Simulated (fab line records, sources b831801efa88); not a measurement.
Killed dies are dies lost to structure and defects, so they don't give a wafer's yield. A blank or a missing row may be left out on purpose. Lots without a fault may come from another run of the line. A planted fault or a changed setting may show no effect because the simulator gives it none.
Which tool did it? | flow sky130 | 24 lots, 72 wafers sampled, at 5 steps of a route of 708

WHAT THE GAUGES READ, wafer by wafer
SKY_VIA1_CD_MEAS_12: target cd 150 nm. Usual: cd_nm 150.3 nm, standard deviation 1.8.
lot  | measured     | on        | cd_nm (nm)        | flag
L074 | day 33 16:47 | cd_sem-01 | 150.3 150.7 152.9 |
L075 | day 34 07:54 | cd_sem-02 | 146.3 148.1 146.7 |
L076 | day 34 13:01 | cd_sem-02 | 149.7 150.1 151.8 |
L077 | day 34 20:01 | cd_sem-02 | 149.6 146.8 146.7 |
L078 | day 34 22:22 | cd_sem-01 | 148.7 148.1 148.7 |
L079 | day 35 08:09 | cd_sem-01 | 149.4 149.7 149.7 |
L080 | day 36 00:34 | cd_sem-01 | 150.6 149.6 151.6 |
L081 | day 36 13:44 | cd_sem-01 | 152.1 153.0 152.6 |
L082 | day 37 10:42 | cd_sem-02 | 150.7 150.9 151.0 |
L083 | day 37 15:40 | cd_sem-01 | 153.3 151.1 150.9 |
L085 | day 37 20:08 | cd_sem-01 | 152.7 152.1 151.2 |
L084 | day 37 21:01 | cd_sem-02 | 149.3 148.8 149.8 |
L086 | day 38 00:40 | cd_sem-01 | 149.5 148.3 149.5 |
L088 | day 38 14:20 | cd_sem-01 | 154.3 153.9 151.8 |
L087 | day 38 21:31 | cd_sem-02 | 148.9 151.7 150.7 |
L090 | day 39 10:01 | cd_sem-01 | 153.5 151.9 151.9 |
L089 | day 39 10:31 | cd_sem-02 | 150.4 149.7 150.7 |
L092 | day 39 20:26 | cd_sem-02 | 148.2 149.6 151.1 |
L091 | day 39 19:20 | cd_sem-02 | 152.1 153.6 152.9 |
L093 | day 39 22:52 | cd_sem-02 | 149.0 147.8 146.6 |
L095 | day 40 08:36 | cd_sem-02 | 149.0 149.8 148.5 |
L094 | day 40 09:56 | cd_sem-02 | 150.1 148.9 149.9 |
L096 | day 40 17:34 | cd_sem-01 | 151.0 152.1 151.4 |
L097 | day 40 20:36 | cd_sem-01 | 151.4 151.2 152.1 |

WHICH TOOL RAN EACH LOT (tool, then ch and the chambers of the sampled wafers, then the start)
lot  | SKY_LI_CONTACT_CMP_24         | SKY_LOCAL_INTERCONNECT_ETCH_13    | SKY_CONTACT_ETCH_18                           | SKY_METAL1_SPUTTER_01
L074 | cmp-01 ch 0,1,3, day 28 21:22 | rie_metal-02 ch 0,1, day 30 01:22 | rie_diel-04 ch 0,1,2, day 31 08:24 or earlier | pvd_sputter-03, day 31 08:24
L075 | cmp-02 ch 1,2, day 29 14:02   | rie_metal-04 ch 0,1, day 30 18:28 | rie_diel-04 ch 1,3, day 32 01:14 or earlier   | pvd_sputter-02, day 32 01:14
L076 | cmp-02 ch 1,2,3, day 29 20:11 | rie_metal-04 ch 0, day 31 00:23   | rie_diel-03 ch 0,1,3, day 32 06:37 or earlier | pvd_sputter-02, day 32 06:37
L077 | cmp-02 ch 0,1, day 30 01:35   | rie_metal-04 ch 0,1, day 31 05:55 | rie_diel-03 ch 0,2, day 32 12:51 or earlier   | pvd_sputter-02, day 32 12:51
L078 | cmp-02 ch 1,2,3, day 30 05:31 | rie_metal-04 ch 0,1, day 31 09:56 | rie_diel-01 ch 1,2,3, day 32 16:25 or earlier | pvd_sputter-01, day 32 16:25
L079 | cmp-02 ch 1,2,3, day 30 14:20 | rie_metal-02 ch 1, day 31 18:27   | rie_diel-04 ch 0,2,3, day 33 01:01 or earlier | pvd_sputter-03, day 33 01:01
L080 | cmp-02 ch 0,1,2, day 31 08:53 | rie_metal-04 ch 0,1, day 32 13:15 | rie_diel-04 ch 0,2,3, day 33 18:40 or earlier | pvd_sputter-03, day 33 18:40
L081 | cmp-02 ch 0,1,2, day 31 23:44 | rie_metal-04 ch 0,1, day 33 03:26 | rie_diel-04 ch 1,3, day 34 08:56 or earlier   | pvd_sputter-01, day 34 08:56
L082 | cmp-02 ch 0,1,3, day 32 19:47 | rie_metal-01 ch 0, day 33 23:20   | rie_diel-03 ch 1,2, day 35 05:03 or earlier   | pvd_sputter-01, day 35 05:03
L083 | cmp-01 ch 1,2, day 33 00:53   | rie_metal-02 ch 0,1, day 34 04:07 | rie_diel-03 ch 0,1,2, day 35 10:11 or earlier | pvd_sputter-01, day 35 10:11
L085 | cmp-01 ch 0,2,3, day 33 06:08 | rie_metal-04 ch 0,1, day 34 08:59 | rie_diel-03 ch 0,1, day 35 13:28 or earlier   | pvd_sputter-01, day 35 13:28
L084 | cmp-02 ch 0,3, day 33 07:16   | rie_metal-01 ch 0,1, day 34 10:08 | rie_diel-04 ch 0,1, day 35 15:32 or earlier   | pvd_sputter-03, day 35 15:32
L086 | cmp-01 ch 0,1,2, day 33 12:00 | rie_metal-02 ch 0,1, day 34 14:36 | rie_diel-04 ch 0,1,2, day 35 19:17 or earlier | pvd_sputter-03, day 35 19:17
L088 | cmp-01 ch 2,3, day 34 01:09   | rie_metal-01 ch 0,1, day 35 04:14 | rie_diel-01 ch 0,2,3, day 36 08:32 or earlier | pvd_sputter-01, day 36 08:32
L087 | cmp-02 ch 0,3, day 34 08:44   | rie_metal-02 ch 0,1, day 35 10:56 | rie_diel-01 ch 2,3, day 36 15:28 or earlier   | pvd_sputter-03, day 36 15:28
L090 | cmp-01 ch 0,2,3, day 34 21:56 | rie_metal-04 ch 0,1, day 36 01:00 | rie_diel-04 ch 1,2,3, day 37 05:32 or earlier | pvd_sputter-03, day 37 05:32
L089 | cmp-01 ch 0,1, day 34 22:17   | rie_metal-02 ch 0,1, day 36 01:17 | rie_diel-01 ch 1,2,3, day 37 05:53 or earlier | pvd_sputter-02, day 37 05:53
L092 | cmp-01 ch 0,2,3, day 35 09:40 | rie_metal-01 ch 0,1, day 36 11:58 | rie_diel-01 ch 0,1,2, day 37 17:05 or earlier | pvd_sputter-03, day 37 17:05
L091 | cmp-02 ch 1,2,3, day 35 09:41 | rie_metal-04 ch 0,1, day 36 10:59 | rie_diel-01 ch 1,2, day 37 16:01 or earlier   | pvd_sputter-02, day 37 16:01
L093 | cmp-01 ch 1,2,3, day 35 10:37 | rie_metal-04 ch 0,1, day 36 12:58 | rie_diel-04 ch 0,1, day 37 18:38 or earlier   | pvd_sputter-03, day 37 18:38
L095 | cmp-01 ch 0,3, day 35 22:04   | rie_metal-01 ch 0, day 36 23:42   | rie_diel-04 ch 0,2, day 38 04:55 or earlier   | pvd_sputter-01, day 38 04:55
L094 | cmp-02 ch 0,1,3, day 35 22:25 | rie_metal-02 ch 0,1, day 37 00:46 | rie_diel-01 ch 0,2,3, day 38 05:53 or earlier | pvd_sputter-02, day 38 05:53
L096 | cmp-01 ch 0,1,2, day 36 06:59 | rie_metal-04 ch 0,1, day 37 09:13 | rie_diel-04 ch 0,1,3, day 38 14:31 or earlier | pvd_sputter-01, day 38 14:31
L097 | cmp-02 ch 0,1,2, day 36 11:41 | rie_metal-02 ch 0,1, day 37 14:21 | rie_diel-03 ch 1,2,3, day 38 18:52 or earlier | pvd_sputter-02, day 38 18:52
- SKY_LI_CONTACT_CMP_24: polishes, stops on PSG, t overpolish 20 s, target thk 0 nm.
- SKY_LOCAL_INTERCONNECT_ETCH_13: etches BARC in N2/H2, stops on SiO2, time 45.9 s, target depth 60 nm.
- SKY_CONTACT_ETCH_18: etches Si3N4 in CHF3/O2, stops on TiN, time 39 s, target depth 75 nm.
- SKY_METAL1_SPUTTER_01: material TiN, target thk 20 nm, time 16.7 s.

WHAT THE TOOLS THEMSELVES READ (means of the sampled wafers that have a number; where no wafer has one, the mark that the record gives instead)
SKY_LI_CONTACT_CMP_24. Usual: motor_current_A 11.0 A, standard deviation 1.4; overpolish_run_s 20.000 s, standard deviation 0.0091; platen_rpm 60.00 rpm, standard deviation 0.042; retaining_ring_pressure_frac 1.000, standard deviation 0.0049; time_to_endpoint_s 96 s, standard deviation 4.1.
lot  | tool   | motor_current_A (A) | overpolish_run_s (s) | platen_rpm (rpm) | retaining_ring_pressure_frac | time_to_endpoint_s (s) | flag
L074 | cmp-01 | 10.9                | 20.000               | 60.03            | 1.002                        | 97                     |
L075 | cmp-02 | 9.7                 | 19.997               | 60.03            | 1.001                        | 94                     |
L076 | cmp-02 | 11.0                | 19.995               | 59.99            | 1.001                        | 93                     |
L077 | cmp-02 | 10.5                | 20.002               | 59.96            | 1.006                        | 96                     |
L078 | cmp-02 | 11.0                | 19.997               | 59.99            | 1.000                        | 94                     |
L079 | cmp-02 | 11.5                | 19.993               | 60.01            | 0.996                        | 94                     |
L080 | cmp-02 | 10.1                | 19.998               | 60.00            | 0.995                        | 98                     |
L081 | cmp-02 | 10.3                | 19.999               | 59.98            | 1.004                        | 93                     |
L082 | cmp-02 | 11.2                | 20.001               | 59.99            | 1.001                        | 98                     |
L083 | cmp-01 | 12.8                | 19.998               | 60.03            | 1.003                        | 95                     |
L085 | cmp-01 | 10.6                | 19.995               | 59.97            | 1.001                        | 97                     |
L084 | cmp-02 | 11.3                | 19.999               | 60.03            | 0.995                        | 99                     |
L086 | cmp-01 | 11.8                | 20.008               | 59.95            | 1.000                        | 97                     |
L088 | cmp-01 | 10.0                | 19.992               | 59.97            | 1.002                        | 96                     |
L087 | cmp-02 | 11.8                | 20.011               | 60.02            | 1.001                        | 105                    |
L090 | cmp-01 | 10.1                | 19.998               | 60.05            | 1.001                        | 94                     |
L089 | cmp-01 | 12.8                | 19.996               | 59.97            | 1.004                        | 95                     |
L092 | cmp-01 | 10.2                | 19.996               | 60.02            | 1.001                        | 92                     |
L091 | cmp-02 | 11.0                | 19.996               | 59.98            | 0.998                        | 97                     |
L093 | cmp-01 | 11.6                | 19.996               | 60.04            | 1.003                        | 94                     |
L095 | cmp-01 | 10.1                | 19.994               | 59.98            | 0.994                        | 96                     |
L094 | cmp-02 | 11.6                | 20.009               | 59.99            | 0.997                        | 98                     |
L096 | cmp-01 | 12.0                | 19.993               | 59.97            | 0.996                        | 94                     |
L097 | cmp-02 | 10.5                | 19.998               | 59.98            | 0.999                        | 95                     |

SKY_LOCAL_INTERCONNECT_ETCH_13. Usual: bias_w 99.96 W, standard deviation 0.28; drypump_motor_current_A 5.9 A, standard deviation 0.31; oes_product_au 0.855 a.u., standard deviation 0.0045; throttle_valve_pct 13.225 %, standard deviation 0.0088.
lot  | tool         | bias_w (W) | drypump_motor_current_A (A) | oes_product_au (a.u.) | throttle_valve_pct (%) | flag
L074 | rie_metal-02 | 99.56      | 6.0                         | 0.851                 | 13.223                 |
L075 | rie_metal-04 | 100.06     | 5.6                         | 0.857                 | 13.229                 |
L076 | rie_metal-04 | 100.27     | 6.2                         | 0.858                 | 13.221                 |
L077 | rie_metal-04 | 100.03     | 5.9                         | 0.855                 | 13.232                 |
L078 | rie_metal-04 | 99.81      | 5.9                         | 0.854                 | 13.231                 |
L079 | rie_metal-02 | 99.79      | 5.9                         | 0.858                 | 13.233                 |
L080 | rie_metal-04 | 99.83      | 5.6                         | 0.855                 | 13.220                 |
L081 | rie_metal-04 | 100.18     | 5.6                         | 0.853                 | 13.223                 |
L082 | rie_metal-01 | 99.80      | 6.1                         | 0.854                 | 13.220                 |
L083 | rie_metal-02 | 100.06     | 6.1                         | 0.856                 | 13.214                 |
L085 | rie_metal-04 | 100.11     | 5.6                         | 0.856                 | 13.219                 |
L084 | rie_metal-01 | 99.87      | 5.8                         | 0.858                 | 13.235                 |
L086 | rie_metal-02 | 100.03     | 6.1                         | 0.857                 | 13.226                 |
L088 | rie_metal-01 | 100.14     | 6.0                         | 0.855                 | 13.223                 |
L087 | rie_metal-02 | 100.07     | 6.1                         | 0.854                 | 13.223                 |
L090 | rie_metal-04 | 99.88      | 5.9                         | 0.855                 | 13.222                 |
L089 | rie_metal-02 | 100.03     | 6.0                         | 0.854                 | 13.220                 |
L092 | rie_metal-01 | 99.86      | 5.9                         | 0.854                 | 13.225                 |
L091 | rie_metal-04 | 99.95      | 5.7                         | 0.857                 | 13.220                 |
L093 | rie_metal-04 | 100.00     | 5.9                         | 0.854                 | 13.222                 |
L095 | rie_metal-01 | 100.01     | 6.0                         | 0.853                 | 13.229                 |
L094 | rie_metal-02 | 99.85      | 6.1                         | 0.852                 | 13.223                 |
L096 | rie_metal-04 | 100.09     | 5.6                         | 0.860                 | 13.227                 |
L097 | rie_metal-02 | 99.98      | 6.1                         | 0.856                 | 13.219                 |

SKY_CONTACT_ETCH_18. Usual: bias_w 200.1 W, standard deviation 0.56; drypump_motor_current_A 5.5 A, standard deviation 0.44; oes_product_au 0.853 a.u., standard deviation 0.0071; throttle_valve_pct 8.792 %, standard deviation 0.0095.
lot  | tool        | bias_w (W) | drypump_motor_current_A (A) | oes_product_au (a.u.) | throttle_valve_pct (%) | flag
L074 | rie_diel-04 | 199.8      | 5.2                         | 0.853                 | 8.789                  |
L075 | rie_diel-04 | 200.1      | 5.8                         | 0.848                 | 8.793                  |
L076 | rie_diel-03 | 199.9      | 5.7                         | 0.852                 | 8.788                  |
L077 | rie_diel-03 | 199.9      | 5.9                         | 0.851                 | 8.789                  |
L078 | rie_diel-01 | 200.3      | 5.5                         | 0.847                 | 8.786                  |
L079 | rie_diel-04 | 200.5      | 5.2                         | 0.851                 | 8.794                  |
L080 | rie_diel-04 | 200.0      | 5.2                         | 0.846                 | 8.786                  |
L081 | rie_diel-04 | 200.3      | 5.8                         | 0.855                 | 8.790                  |
L082 | rie_diel-03 | 200.0      | 5.2                         | 0.857                 | 8.800                  |
L083 | rie_diel-03 | 200.1      | 5.6                         | 0.857                 | 8.792                  |
L085 | rie_diel-03 | 199.4      | 6.1                         | 0.855                 | 8.783                  |
L084 | rie_diel-04 | 199.8      | 5.4                         | 0.848                 | 8.800                  |
L086 | rie_diel-04 | 200.0      | 5.2                         | 0.855                 | 8.803                  |
L088 | rie_diel-01 | 200.1      | 5.5                         | 0.864                 | 8.791                  |
L087 | rie_diel-01 | 200.0      | 5.4                         | 0.856                 | 8.788                  |
L090 | rie_diel-04 | 200.3      | 5.6                         | 0.852                 | 8.797                  |
L089 | rie_diel-01 | 199.4      | 5.5                         | 0.852                 | 8.799                  |
L092 | rie_diel-01 | 200.1      | 5.6                         | 0.855                 | 8.792                  |
L091 | rie_diel-01 | 200.6      | 5.6                         | 0.853                 | 8.792                  |
L093 | rie_diel-04 | 200.0      | 5.4                         | 0.861                 | 8.795                  |
L095 | rie_diel-04 | 200.5      | 4.9                         | 0.853                 | 8.806                  |
L094 | rie_diel-01 | 200.4      | 5.5                         | 0.853                 | 8.786                  |
L096 | rie_diel-04 | 200.3      | 5.4                         | 0.855                 | 8.788                  |
L097 | rie_diel-03 | 199.8      | 5.3                         | 0.855                 | 8.790                  |

SKY_METAL1_SPUTTER_01. Usual: chamber_pressure_pa 0.4000 Pa, standard deviation 0.00081; throttle_valve_pct 29.6 %, standard deviation 1.1.
lot  | tool           | chamber_pressure_pa (Pa) | throttle_valve_pct (%) | flag
L074 | pvd_sputter-03 | 0.4000                   | 29.5                   |
L075 | pvd_sputter-02 | 0.4003                   | 31.0                   |
L076 | pvd_sputter-02 | 0.3990                   | 30.1                   |
L077 | pvd_sputter-02 | 0.4006                   | 30.2                   |
L078 | pvd_sputter-01 | 0.4000                   | 28.7                   |
L079 | pvd_sputter-03 | 0.3992                   | 29.8                   |
L080 | pvd_sputter-03 | 0.3996                   | 29.8                   |
L081 | pvd_sputter-01 | 0.4003                   | 28.7                   |
L082 | pvd_sputter-01 | 0.3997                   | 28.9                   |
L083 | pvd_sputter-01 | 0.4006                   | 28.3                   |
L085 | pvd_sputter-01 | 0.4005                   | 29.1                   |
L084 | pvd_sputter-03 | 0.3995                   | 29.6                   |
L086 | pvd_sputter-03 | 0.3999                   | 29.6                   |
L088 | pvd_sputter-01 | 0.3998                   | 29.3                   |
L087 | pvd_sputter-03 | 0.3994                   | 28.8                   |
L090 | pvd_sputter-03 | 0.3997                   | 29.3                   |
L089 | pvd_sputter-02 | 0.3998                   | 31.0                   |
L092 | pvd_sputter-03 | 0.3998                   | 29.9                   |
L091 | pvd_sputter-02 | 0.4004                   | 29.2                   |
L093 | pvd_sputter-03 | 0.3996                   | 29.5                   |
L095 | pvd_sputter-01 | 0.3996                   | 29.1                   |
L094 | pvd_sputter-02 | 0.4001                   | 30.0                   |
L096 | pvd_sputter-01 | 0.4000                   | 28.9                   |
L097 | pvd_sputter-02 | 0.4001                   | 30.1                   |

THE ANSWER, worked out from the rows above alone
Rule: a lot is off if the mean of its wafers that have a number lies more than 3 standard deviations from the usual mean. A lot without any number at a reading at which 4 lots or more have one is off too. The other lots that the step has rows for count as sound. The gauges are gone through in route order, then the tools' own readings, and for those a lot's mean is taken as printed above. The first step at which some lot is off is used, and at that step the reading that is off furthest; a lot without a number counts as furthest.
No lot is off at any reading shown: from this, nothing can be told.

WHAT THE SIMULATOR HAD PUT IN
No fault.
